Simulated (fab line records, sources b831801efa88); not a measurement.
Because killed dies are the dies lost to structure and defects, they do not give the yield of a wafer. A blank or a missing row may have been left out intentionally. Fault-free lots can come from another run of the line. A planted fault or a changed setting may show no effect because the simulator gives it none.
fab line records	flow sfq-line
record lots=6	wafers=18	last-day=92
route steps=325 shown L0V@17 M0@28 I0@43 M1@58 M8@325
lots that met no fault: from a run of the same line without faults
start-h: start of the lot's first displayed wafer, in hours after the record's first day	wait-h: hours elapsed since this lot's preceding step	" as in the row above	L1.1+2: several wafers, shown together as one row	- value missing, or start not given	* or withheld: withheld	< > ~ a bound
route shown NAME@n: a module of which the file shows steps, and the number in the route of the first	usual: the fault-free wafers' mean and standard deviation	same: alike in all rows	chamber/n: place in a boat	sites: each site's reading	_std_site: their standard deviation	_edge_site: outer sites' mean less inner sites'	radius-mm: how far each site lies from the wafer's centre	mask NAME#n: copy n	behind: tool/chamber where the wafer was last shaped	hold: reason for holding the lot/hours on hold/outcome of the hold	device: the n, p or np transistor that did not switch	end of line: at the end of the route, the tests of the same wafers	a step with no rows: only its recipe	killed: dies lost to structure and defects at the first sort, not the wafer's yield	map: the dies of a wafer, with x for killed, . for not killed, _ for no die there
set.NAME: the setting that was run; set.NAME@STEP: the one run at that earlier step	model.NAME: the simulator's own value behind a step, which no gauge read
lots at selected steps of the route; one table per step, one row per wafer
services: the hour from which a tool's chamber was out of use, counted from the record's first day as start-h (under 0 if before that day), plus the number of hours and why
## steps
# step SFQ_TRILAYER_L0_VIA_LITHO_COAT_018
# recipe resist=BARC	spin-rpm=3000	resist-thk-nm=62
# step SFQ_TRILAYER_L0_VIA_LITHO_COAT_013
# recipe resist=KrF	spin-rpm=3000	resist-thk-nm=650
# step SFQ_TRILAYER_L0_VIA_LITHO_SOFTBAKE_017
# recipe temp-c=withheld	time-s=withheld	resist=KrF
# step SFQ_TRILAYER_L0_VIA_LITHO_EXPOSE_014
# recipe mask-id=L0V	na=0.6	source-shape=conventional	sigma-outer=0.65	target-cd-nm=700	dose-mj=21.3
# step SFQ_TRILAYER_L0_VIA_LITHO_PEB_016
# recipe peb-temp-c=115	peb-time-s=60	resist=KrF
# step SFQ_TRILAYER_L0_VIA_LITHO_DEVELOP_015
# recipe time-s=60	resist=KrF
# step SFQ_L0V_OVL_MEAS_903
# usual L0V_OVL=1/5.3
lot.wafer	tool	chamber	start-h	wait-h	L0V_OVL[nm]
L221.4	overlay-01	-	161.78	0.1	0
L221.5	"	-	"	"	4
L221.6	"	-	"	"	0
L224.1	overlay-01	-	193.21	0.1	4
L224.5	"	-	"	"	-1
L224.6	"	-	"	"	-2
L232.1	overlay-01	-	256.04	0.1	6
L232.2	"	-	"	"	8
L232.3	"	-	"	"	5
L233.1	overlay-01	-	262.16	0.1	9
L233.3	"	-	"	"	9
L233.4	"	-	"	"	1
L238.1	overlay-01	-	300.69	0.1	4
L238.3	"	-	"	"	-2
L238.6	"	-	"	"	5
L241.3	overlay-01	-	327.10	0.1	8
L241.4	"	-	"	"	-2
L241.5	"	-	"	"	1
# step SFQ_TRILAYER_L0_VIA_BARC_OPEN_VIA_ETCH_021
# recipe mask-material=PR	chemistry=O2	target-depth-nm=125	target=BARC	source-w=500	bias-w=80	pressure-mtorr=30	time-s=41.7
# usual drypump-motor-current-A=5.6/0.42	oes-product-au=0.685/0.0051
lot.wafer	tool	chamber	start-h	wait-h	drypump-motor-current-A	oes-product-au	rf-hours-counter-h
L221.4	rie-diel-03	0	161.80	0.0	6.1	0.680	140
L221.5	"	2	"	"	6.0	0.687	-
L221.6	"	3	"	"	5.5	0.677	-
L224.1	rie-diel-03	0	193.25	0.0	6.2	0.681	141
L224.5	"	0	"	"	6.2	0.678	-
L224.6	"	3	"	"	5.5	0.681	-
L232.1	rie-diel-04	2	256.07	0.0	5.1	0.676	5
L232.2	"	0	"	"	5.8	0.692	134
L232.3	"	3	"	"	6.1	0.685	6
L233.1	rie-diel-02	1	262.20	0.0	4.8	0.681	20
L233.3	"	3	"	"	5.2	0.692	1
L233.4	"	2	"	"	6.0	0.682	118
L238.1	rie-diel-04	3	300.72	0.0	6.1	0.680	6
L238.3	"	1	"	"	6.1	0.682	74
L238.6	"	2	"	"	5.1	0.681	-
L241.3	rie-diel-02	3	327.12	0.0	5.2	0.691	2
L241.4	"	2	"	"	6.0	0.681	119
L241.5	"	2	"	"	6.0	0.690	-
# step SFQ_TRILAYER_L0_VIA_ETCH_VIA_ETCH_016
# recipe target=SiO2	stop-on=MoNx_KI	mask-material=PR	chemistry=CHF3	target-depth-nm=80	source-w=500	bias-w=80	pressure-mtorr=30	time-s=withheld
# step SFQ_TRILAYER_L0_VIA_STRIP_STRIP_017
# recipe gas=O2	power-w=200	platen-temp-c=40	overash-fraction=0.65	chemistry=O2	pressure-mtorr=50
# usual drypump-motor-current-A=5.65/0.23	he-backside-leak-sccm=3.6/0.44	oes-product-au=0.999/0.0068
lot.wafer	tool	chamber	start-h	wait-h	drypump-motor-current-A	he-backside-leak-sccm	oes-product-au	rf-hours-counter-h
L221.4	rie-metal-01	1	162.09	-	5.68	6.6	1.000	-
L221.5	"	0	"	"	5.81	3.6	0.997	-
L221.6	"	1	"	"	5.70	3.5	1.002	-
L224.1	rie-metal-01	0	193.34	-	5.78	3.6	1.005	58
L224.5	"	1	"	"	5.70	3.5	1.006	-
L224.6	"	0	"	"	5.84	3.6	0.998	-
L232.1	rie-metal-03	0	256.16	-	5.58	3.4	0.997	96
L232.2	"	1	"	"	5.34	3.2	0.984	136
L232.3	"	0	"	"	5.58	3.8	0.994	-
L233.1	rie-metal-03	0	262.28	-	5.56	3.3	1.003	96
L233.3	"	0	"	"	5.61	3.7	1.000	-
L233.4	"	1	"	"	5.31	3.7	0.995	-
L238.1	rie-metal-02	1	300.81	-	5.73	3.4	0.984	63
L238.3	"	1	"	"	5.72	3.5	0.993	-
L238.6	"	0	"	"	5.99	3.8	0.991	-
L241.3	rie-metal-02	1	327.41	-	5.76	3.6	0.997	-
L241.4	"	0	"	"	5.95	3.9	1.002	-
L241.5	"	0	"	"	6.02	3.9	1.009	-
# step SFQ_TRILAYER_L0_VIA_STRIP_SOLV_CLEAN_018
# recipe chemistry=NMP	temp-c=70	time-s=600
# step SFQ_TRILAYER_M0_DEP_PRE_CLEAN_020
# recipe gas=Ar	time-s=15	bias-v=250
# step SFQ_TRILAYER_M0_DEP_SPUTTER_019
# recipe material=Nb	base-pressure-pa=1.33e-06	chamber-pressure-pa=0.1333	substrate-temp-c=20	resputter-cathode-voltage-v=400	target-thk-nm=200	power-w=2000	time-s=133.3
# usual throttle-valve-pct=30.2/0.87
lot.wafer	tool	chamber	start-h	wait-h	throttle-valve-pct	model.Nb_of_TRILAYER_M0_DEP_SPUTTER_019.thk-nm
L221.4	pvd-sputter-06	-	162.70	0.0	29.7	199.3
L221.5	"	-	"	"	29.0	198.2
L221.6	"	-	"	"	29.9	198.1
L224.1	pvd-sputter-03	-	194.14	0.0	29.9	202.1
L224.5	"	-	"	"	31.9	201.4
L224.6	"	-	"	"	29.3	200.9
L232.1	pvd-sputter-03	-	256.96	0.0	31.0	237.5
L232.2	"	-	"	"	29.9	201.9
L232.3	"	-	"	"	29.3	202.6
L233.1	pvd-sputter-03	-	263.08	0.0	31.8	196.6
L233.3	"	-	"	"	29.8	196
L233.4	"	-	"	"	30.6	234.9
L238.1	pvd-sputter-06	-	301.61	0.0	31.0	196.2
L238.3	"	-	"	"	29.9	197.6
L238.6	"	-	"	"	31.2	195.9
L241.3	pvd-sputter-06	-	328.01	0.0	30.0	200.9
L241.4	"	-	"	"	31.3	200.7
L241.5	"	-	"	"	30.9	200.8
# step SFQ_M0_RS_MEAS_904
# recipe thk-meas-gauge=four-point-probe	reads=Nb_of_TRILAYER_M0_DEP_SPUTTER_019
# usual M0_NB_RS=0.891/0.0086
lot.wafer	tool	chamber	start-h	wait-h	M0_NB_RS[ohm/sq]
L221.4	film-metro-02	-	162.85	0.1	0.892
L221.5	"	-	"	"	0.897
L221.6	"	-	"	"	0.896
L224.1	film-metro-02	-	194.23	0.0	0.878
L224.5	"	-	"	"	0.882
L224.6	"	-	"	"	0.885
L232.1	film-metro-01	-	257.05	0.0	0.748
L232.2	"	-	"	"	0.883
L232.3	"	-	"	"	0.877
L233.1	film-metro-03	-	263.17	0.0	0.906
L233.3	"	-	"	"	0.908
L233.4	"	-	"	"	0.757
L238.1	film-metro-02	-	301.70	0.0	0.905
L238.3	"	-	"	"	0.899
L238.6	"	-	"	"	0.907
L241.3	film-metro-03	-	328.14	0.1	0.887
L241.4	"	-	"	"	0.887
L241.5	"	-	"	"	0.887
# step SFQ_TRILAYER_M0_LITHO_COAT_026
# recipe resist=BARC	spin-rpm=3000	resist-thk-nm=62
# step SFQ_TRILAYER_M0_LITHO_COAT_021
# recipe resist=KrF	spin-rpm=3000	resist-thk-nm=600
# step SFQ_TRILAYER_M0_LITHO_SOFTBAKE_025
# recipe temp-c=withheld	time-s=withheld	resist=KrF
# step SFQ_TRILAYER_M0_LITHO_EXPOSE_022
# recipe mask-id=M0	na=0.6	source-shape=conventional	sigma-outer=0.65	target-cd-nm=500	dose-mj=14.4
# step SFQ_TRILAYER_M0_LITHO_PEB_024
# recipe peb-temp-c=115	peb-time-s=60	resist=KrF
# step SFQ_TRILAYER_M0_LITHO_DEVELOP_023
# recipe time-s=60	resist=KrF
# step SFQ_M0_OVL_MEAS_906
# usual M0_OVL=0/4.7
lot.wafer	tool	chamber	start-h	wait-h	M0_OVL[nm]
L221.4	overlay-01	-	265.78	0.1	1
L221.5	"	-	"	"	1
L221.6	"	-	"	"	1
L224.1	overlay-01	-	299.49	0.1	-3
L224.5	"	-	"	"	-8
L224.6	"	-	"	"	-1
L232.1	overlay-01	-	381.21	0.1	4
L232.2	"	-	"	"	5
L232.3	"	-	"	"	6
L233.1	overlay-01	-	390.81	0.1	-3
L233.3	"	-	"	"	-3
L233.4	"	-	"	"	-2
L238.1	overlay-02	-	434.26	0.1	1
L238.3	"	-	"	"	1
L238.6	"	-	"	"	-5
L241.3	overlay-01	-	470.80	0.1	4
L241.4	"	-	"	"	0
L241.5	"	-	"	"	5
# step SFQ_TRILAYER_M0_BARC_OPEN_METAL_ETCH_031
# recipe mask-material=PR	chemistry=O2	target-depth-nm=125	target=BARC	icp-w=600	bias-w=80	pressure-mtorr=10	time-s=41.7
# step SFQ_TRILAYER_M0_ETCH_METAL_ETCH_024
# recipe target=Nb	stop-on=SiO2	mask-material=PR	chemistry=Cl2/Ar	target-depth-nm=240	icp-w=600	bias-w=80	pressure-mtorr=10	time-s=120
# usual drypump-motor-current-A=5.52/0.24	he-backside-leak-sccm=3.5/0.38	oes-product-au=0.894/0.0063
lot.wafer	tool	chamber	start-h	wait-h	drypump-motor-current-A	he-backside-leak-sccm	oes-product-au	rf-hours-counter-h
L221.4	rie-metal-03	1	265.90	0.1	5.29	3.1	0.894	-
L221.5	"	0	"	"	5.63	3.5	0.890	-
L221.6	"	1	"	"	5.30	3.3	0.888	-
L224.1	rie-metal-03	1	299.58	0.0	5.32	3.3	0.901	140
L224.5	"	1	"	"	5.32	3.5	0.892	-
L224.6	"	0	"	"	5.60	3.6	0.898	-
L232.1	rie-metal-03	1	381.31	0.0	5.31	3.6	0.988	149
L232.2	"	0	"	"	5.57	3.9	0.893	113
L232.3	"	0	"	"	5.60	3.9	0.898	-
L233.1	rie-metal-01	0	390.91	0.0	5.82	3.6	0.882	89
L233.3	"	0	"	"	5.82	3.7	0.885	-
L233.4	"	1	"	"	5.70	3.1	0.983	-
L238.1	rie-metal-04	0	434.42	0.1	5.16	3.4	0.884	12
L238.3	"	0	"	"	5.18	3.2	0.890	-
L238.6	"	0	"	"	5.18	3.3	0.880	-
L241.3	rie-metal-03	0	470.93	0.1	5.57	3.6	0.898	-
L241.4	"	1	"	"	5.33	3.0	0.901	-
L241.5	"	1	"	"	5.32	3.2	0.901	-
# step SFQ_TRILAYER_M0_STRIP_STRIP_025
# recipe gas=O2	power-w=200	platen-temp-c=40	overash-fraction=0.65	chemistry=O2	pressure-mtorr=50
# step SFQ_TRILAYER_M0_STRIP_SOLV_CLEAN_026
# recipe chemistry=NMP	temp-c=70	time-s=600
# step SFQ_TRILAYER_I0_DEP_PECVD_027
# recipe material=SiO2	temp-c=150	time-s=111.11	pressure-torr=2.4	rf-w=183.3	precursor=SiH4/N2O	target-thk-nm=500
# usual heater-power-w=88/22	showerhead-vpp-V=861/45	throttle-valve-pct=24.6/1.7
lot.wafer	tool	chamber	start-h	wait-h	heater-power-w	showerhead-vpp-V	throttle-valve-pct
L221.4	pecvd-03	1	266.80	0.0	100	839	24.2
L221.5	"	2	"	"	107	818	27.2
L221.6	"	0	"	"	69	927	22.9
L224.1	pecvd-03	2	300.48	0.0	106	831	27.5
L224.5	"	0	"	"	69	929	23.1
L224.6	"	2	"	"	110	842	27.6
L232.1	pecvd-01	1	382.38	0.0	132	893	24.5
L232.2	"	0	"	"	53	832	24.4
L232.3	"	2	"	"	78	881	25.0
L233.1	pecvd-01	2	391.98	0.0	80	871	25.0
L233.3	"	1	"	"	130	885	24.4
L233.4	"	0	"	"	55	853	24.1
L238.1	pecvd-04	2	436.04	0.0	111	825	22.9
L238.3	"	1	"	"	95	821	23.3
L238.6	"	0	"	"	74	783	23.2
L241.3	pecvd-03	1	471.79	0.0	104	842	24.9
L241.4	"	0	"	"	66	919	23.1
L241.5	"	1	"	"	107	838	24.7
# step SFQ_TRILAYER_I0_CMP_CMP_028
# recipe material=SiO2	down-force-psi=3	platen-rpm=60	pad-velocity-m-s=0.94248
# step SFQ_I0_BOW_MEAS_907
# recipe mode=bow
# usual I0_BOW=-1/7
lot.wafer	tool	chamber	start-h	wait-h	I0_BOW[um]
L221.4	film-metro-04	-	275.61	2.1	-6
L221.5	"	-	"	"	-10
L221.6	"	-	"	"	-10
L224.1	film-metro-03	-	307.41	1.0	-7
L224.5	"	-	"	"	0
L224.6	"	-	"	"	-3
L232.1	film-metro-03	-	385.46	1.0	-7
L232.2	"	-	"	"	0
L232.3	"	-	"	"	0
L233.1	film-metro-01	-	395.06	1.0	-6
L233.3	"	-	"	"	-10
L233.4	"	-	"	"	4
L238.1	film-metro-01	-	439.12	2.5	3
L238.3	"	-	"	"	7
L238.6	"	-	"	"	6
L241.3	film-metro-01	-	478.81	1.5	1
L241.4	"	-	"	"	-2
L241.5	"	-	"	"	3
# step SFQ_TRILAYER_I0_METRO_MEASURE_029
# step SFQ_TRILAYER_I0_VIA_LITHO_COAT_036
# recipe resist=BARC	spin-rpm=3000	resist-thk-nm=62
# step SFQ_TRILAYER_I0_VIA_LITHO_COAT_031
# recipe resist=KrF	spin-rpm=3000	resist-thk-nm=650
# step SFQ_TRILAYER_I0_VIA_LITHO_SOFTBAKE_035
# recipe temp-c=withheld	time-s=withheld	resist=KrF
# step SFQ_TRILAYER_I0_VIA_LITHO_EXPOSE_032
# recipe mask-id=I0	na=0.6	source-shape=conventional	sigma-outer=0.65	target-cd-nm=500	dose-mj=21.3
# step SFQ_TRILAYER_I0_VIA_LITHO_PEB_034
# recipe peb-temp-c=115	peb-time-s=60	resist=KrF
# step SFQ_TRILAYER_I0_VIA_LITHO_DEVELOP_033
# recipe time-s=60	resist=KrF
# step SFQ_I0_OVL_MEAS_908
# usual I0_OVL=2/4.4
lot.wafer	tool	chamber	start-h	wait-h	I0_OVL[nm]
L221.4	overlay-02	-	407.75	0.1	-1
L221.5	"	-	"	"	3
L221.6	"	-	"	"	-2
L224.1	overlay-02	-	425.86	0.1	7
L224.5	"	-	"	"	6
L224.6	"	-	"	"	6
L232.1	overlay-02	-	548.28	0.1	8
L232.2	"	-	"	"	9
L232.3	"	-	"	"	3
L233.1	overlay-01	-	559.08	0.1	4
L233.3	"	-	"	"	3
L233.4	"	-	"	"	-2
L238.1	overlay-02	-	611.90	0.1	3
L238.3	"	-	"	"	3
L238.6	"	-	"	"	6
L241.3	overlay-02	-	640.84	0.1	4
L241.4	"	-	"	"	1
L241.5	"	-	"	"	4
# step SFQ_TRILAYER_I0_VIA_BARC_OPEN_VIA_ETCH_046
# recipe mask-material=PR	chemistry=O2	target-depth-nm=125	target=BARC	source-w=500	bias-w=80	pressure-mtorr=30	time-s=41.7
# usual drypump-motor-current-A=6.0/0.41	oes-product-au=0.684/0.0047
lot.wafer	tool	chamber	start-h	wait-h	drypump-motor-current-A	oes-product-au	rf-hours-counter-h
L221.4	rie-diel-03	0	407.77	0.0	6.1	0.688	2
L221.5	"	0	"	"	6.2	0.688	-
L221.6	"	3	"	"	5.5	0.692	-
L224.1	rie-diel-01	3	425.90	0.0	6.4	0.688	1
L224.5	"	0	"	"	5.6	0.677	-
L224.6	"	3	"	"	6.4	0.686	-
L232.1	rie-diel-01	1	548.32	0.0	6.7	0.675	1
L232.2	"	0	"	"	5.6	0.690	84
L232.3	"	2	"	"	5.9	0.687	4
L233.1	rie-diel-03	0	559.12	0.0	6.2	0.684	4
L233.3	"	2	"	"	6.0	0.680	4
L233.4	"	1	"	"	5.9	0.689	50
L238.1	rie-diel-03	1	611.94	0.0	5.9	0.696	50
L238.3	"	3	"	"	5.6	0.699	50
L238.6	"	2	"	"	6.0	0.679	-
L241.3	rie-diel-01	3	640.87	0.0	6.3	0.680	3
L241.4	"	2	"	"	5.9	0.682	5
L241.5	"	3	"	"	6.4	0.694	-
# step SFQ_TRILAYER_I0_VIA_ETCH_VIA_ETCH_034
# recipe target=SiO2	stop-on=Nb	mask-material=PR	taper-deg=20	chemistry=CHF3	target-depth-nm=260	source-w=500	bias-w=80	pressure-mtorr=30	time-s=withheld
# step SFQ_TRILAYER_I0_VIA_STRIP_STRIP_035
# recipe gas=O2	power-w=200	platen-temp-c=40	overash-fraction=0.65	chemistry=O2	pressure-mtorr=50
# usual drypump-motor-current-A=5.56/0.29	he-backside-leak-sccm=3.6/0.4	oes-product-au=1.000/0.0068
lot.wafer	tool	chamber	start-h	wait-h	drypump-motor-current-A	he-backside-leak-sccm	oes-product-au	rf-hours-counter-h
L221.4	rie-metal-02	0	408.12	-	6.04	3.9	0.986	-
L221.5	"	1	"	"	5.80	3.5	1.006	-
L221.6	"	0	"	"	6.02	3.9	1.003	-
L224.1	rie-metal-03	0	426.05	-	5.58	3.8	1.008	122
L224.5	"	0	"	"	5.57	3.8	0.991	-
L224.6	"	1	"	"	5.32	3.6	0.997	-
L232.1	rie-metal-02	1	548.47	-	5.76	3.5	1.010	95
L232.2	"	0	"	"	5.98	3.8	1.004	134
L232.3	"	1	"	"	5.79	3.7	1.001	-
L233.1	rie-metal-04	0	559.27	-	5.19	3.5	0.995	27
L233.3	"	0	"	"	5.18	3.4	0.985	-
L233.4	"	1	"	"	5.31	3.5	0.996	-
L238.1	rie-metal-02	1	612.09	-	5.77	3.8	0.989	103
L238.3	"	1	"	"	5.79	3.5	0.997	-
L238.6	"	0	"	"	6.00	7.5	0.991	-
L241.3	rie-metal-02	1	641.22	-	5.74	3.8	0.995	-
L241.4	"	0	"	"	6.01	3.7	0.998	-
L241.5	"	1	"	"	5.78	3.7	1.012	-
# step SFQ_TRILAYER_I0_VIA_STRIP_SOLV_CLEAN_036
# recipe chemistry=NMP	temp-c=70	time-s=600
# step SFQ_TRILAYER_M1_DEP_PRE_CLEAN_038
# recipe gas=Ar	time-s=22.5	bias-v=250
# step SFQ_M8_BOW_MEAS_951
# recipe mode=bow
# usual M8_BOW=8/12
lot.wafer	tool	chamber	start-h	wait-h	M8_BOW[um]	model.etest.m0.ohm-um	model.etest.i0.link-ohm	model.etest.m0.ohm-sq
L221.4	film-metro-04	-	1988.86	0.1	13	1.772	1.972	0.892
L221.5	"	-	"	"	9	1.782	1.986	0.8972
L221.6	"	-	"	"	9	1.781	1.983	0.8975
L224.1	film-metro-03	-	2004.20	0.0	-13	1.754	1.962	0.8796
L224.5	"	-	"	"	-9	1.763	1.966	0.8828
L224.6	"	-	"	"	-10	1.766	1.957	0.885
L232.1	film-metro-04	-	2041.42	0.0	-9	1.492	1.811	0.7486
L232.2	"	-	"	"	-2	1.757	1.938	0.8804
L232.3	"	-	"	"	-1	1.756	1.943	0.8778
L233.1	film-metro-03	-	2046.22	0.0	9	1.814	1.978	0.9044
L233.3	"	-	"	"	4	1.824	1.989	0.9071
L233.4	"	-	"	"	16	1.52	1.824	0.757
L238.1	film-metro-04	-	2140.69	0.0	19	1.819	2	0.9062
L238.3	"	-	"	"	23	1.802	1.991	0.8996
L238.6	"	-	"	"	22	1.821	1.997	0.9077
L241.3	film-metro-03	-	2198.57	0.0	14	1.768	1.962	0.8851
L241.4	"	-	"	"	10	1.774	1.96	0.8857
L241.5	"	-	"	"	14	1.768	1.962	0.8856
## services
tool	chamber	start-h	hours	kind
pecvd-03	-	161.32	0.5	repair
rie-diel-03	1	177.49	5.2	repair
rie-diel-03	-	178.29	0.8	repair
rie-diel-01	1	181.35	3.1	repair
rie-metal-02	-	190.29	0.7	repair
rie-diel-01	-	211.23	1.0	repair
rie-diel-01	2	212.23	12.7	repair
pvd-sputter-03	-	223.89	1.9	repair
rie-diel-03	1	310.14	14.8	repair
rie-metal-02	-	312.05	2.8	pm
rie-metal-03	1	317.69	13.7	repair
rie-diel-03	-	372.20	0.9	repair
rie-diel-03	-	374.17	0.6	repair
rie-metal-02	-	374.66	4.3	pm
rie-diel-03	3	381.29	3.9	repair
rie-diel-03	-	397.59	0.3	repair
rie-metal-03	1	406.40	17.8	repair
rie-metal-02	0	424.22	3.2	repair
rie-diel-03	2	470.16	3.6	repair
rie-metal-02	-	472.20	1.0	repair
rie-diel-03	0	523.80	3.7	repair
rie-diel-03	-	619.86	0.2	repair
rie-diel-03	1	622.61	7.1	repair
rie-diel-03	-	628.07	14.6	pm
## key
first-sign step=SFQ_M0_RS_MEAS_904	reading=M0_NB_RS	direction=down	sigmas=16	usual=0.891	struck=0.753
effect step=SFQ_TRILAYER_M0_ETCH_METAL_ETCH_024	reading=oes-product-au	direction=up	sigmas=15	usual=0.894	struck=0.986
model-effect step=SFQ_TRILAYER_M0_DEP_SPUTTER_019	value=Nb_of_TRILAYER_M0_DEP_SPUTTER_019.thk-nm	without=199.1	struck=236.2
model-effect step=SFQ_M8_BOW_MEAS_951	value=etest.m0.ohm-um	without=1.787	struck=1.506
met-at SFQ_TRILAYER_M0_DEP_SPUTTER_019
struck-wafers L232.1,L233.4
fault kind=process-parameter-drift	tool=pvd-sputter-03	chamber=-	onset-h=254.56	steps=SFQ_TRILAYER_M0_DEP_SPUTTER_019	channel=target-thk-nm	offset=37.123	shape=step	end-h=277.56	acts-in=these-recipes-only	stated=200	scope=struck-wafers-only
